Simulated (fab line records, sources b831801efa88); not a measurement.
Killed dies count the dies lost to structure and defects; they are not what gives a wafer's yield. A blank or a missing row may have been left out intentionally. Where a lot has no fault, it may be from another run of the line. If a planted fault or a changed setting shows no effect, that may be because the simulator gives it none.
Comparing a struck lot with a sound one ; flow sfq line ; 13 steps out of a route of 325
Sound: these wafers, L392.2, L392.4, L392.5. Struck: wafers L397.4, L397.5 (left out: L397.1, a lot-mate that was not struck); the cause follows at the end.
Per side, at each step with rows, come the tool, then ch with its chambers, and then its first start. Under that, the readings that differ: sound wafers ; struck wafers ; difference of the means ; sigmas: that difference in standard deviations of wafers without a fault.
alike: readings with means less than 2 such deviations apart, plus words and numbers identical on both sides. not compared: withheld readings, readings lacking a value on some wafer, bounds such as >300 that could conceal the same value, and numbers that have no deviation in the record and whose values overlap.
A row with sigmas, a row that says differs or no value, or rows on one side alone: a step with any of these is where the two part. Numbers that have no deviation but don't overlap get no sigmas and don't part them. A reading that every wafer of one side lacks parts them only if that side has two wafers or more.

SFQ_TRILAYER_JJ_TRILAYER_DEP_SPUTTER_112: material Nb, target thk 170 nm, time 113.3 s.
  struck on pvd sputter-05, day 53 09:34; sound on pvd sputter-04, day 51 16:22
  alike: throttle valve pct
SFQ_JJ_RS_MEAS_929: measures by four-point-probe.
  struck on film metro-02, day 53 09:39; sound on film metro-02, day 51 16:28
  alike: JJ_NB_RS
then, 6 steps without rows for these wafers: SFQ_TRILAYER_JJ_CE_LITHO_COAT_119 (resist thk 62 nm); SFQ_TRILAYER_JJ_CE_LITHO_COAT_114 (resist thk 600 nm); SFQ_TRILAYER_JJ_CE_LITHO_SOFTBAKE_118; SFQ_TRILAYER_JJ_CE_LITHO_EXPOSE_115 (exposes mask J5, target cd 700 nm); SFQ_TRILAYER_JJ_CE_LITHO_PEB_117 (peb time 60 s); SFQ_TRILAYER_JJ_CE_LITHO_DEVELOP_116 (time 60 s).
-- the record jumps here: 5 days lie between the struck wafers' starts before and after --
SFQ_JJ_OVL_MEAS_931:
  struck on overlay-01, day 58 08:17; sound on overlay-01, day 56 14:27
  alike: J5_OVL
SFQ_TRILAYER_JJ_CE_METRO_MEASURE_117:
  struck on cd sem-01, day 58 08:19; sound on cd sem-02, day 56 14:41
  alike: cd nm
SFQ_TRILAYER_JJ_CE_BARC_OPEN_RIE_150: chemistry O2, target BARC, target depth 240 nm, time 80 s.
  sound on rie metal-01 ch 0,1, day 56 15:41; struck on rie metal-03 ch 0, day 58 09:31
  alike: bias w, chamber pressure mTorr, drypump motor current A, oes product au
  not compared: rf hours counter h
SFQ_TRILAYER_JJ_CE_ETCH_RIE_118: chemistry SF6, target Nb, stops on Al2O3, time 97.7 s, target depth 170 nm.
  sound on rie metal-01 ch 0,1, day 56 15:46; struck on rie metal-03 ch 0, day 58 09:37
reading;sound;struck;difference;sigmas
chamber pressure mTorr (mTorr);9.992 10.002 10.016;7.996 8.017;-1.997;-99 or more
  alike: bias w, drypump motor current A, oes product au
  not compared: rf hours counter h
after that, 1 step had no rows for these wafers: SFQ_TRILAYER_JJ_ANODIZE_ANODIZE_119.

WHERE THEY PART
Within this record, at SFQ_TRILAYER_JJ_CE_ETCH_RIE_118 only.

WHY: whatever the simulator had introduced
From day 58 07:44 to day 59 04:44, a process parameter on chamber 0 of rie metal-03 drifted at SFQ_TRILAYER_JJ_CE_ETCH_RIE_118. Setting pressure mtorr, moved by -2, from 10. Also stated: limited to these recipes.
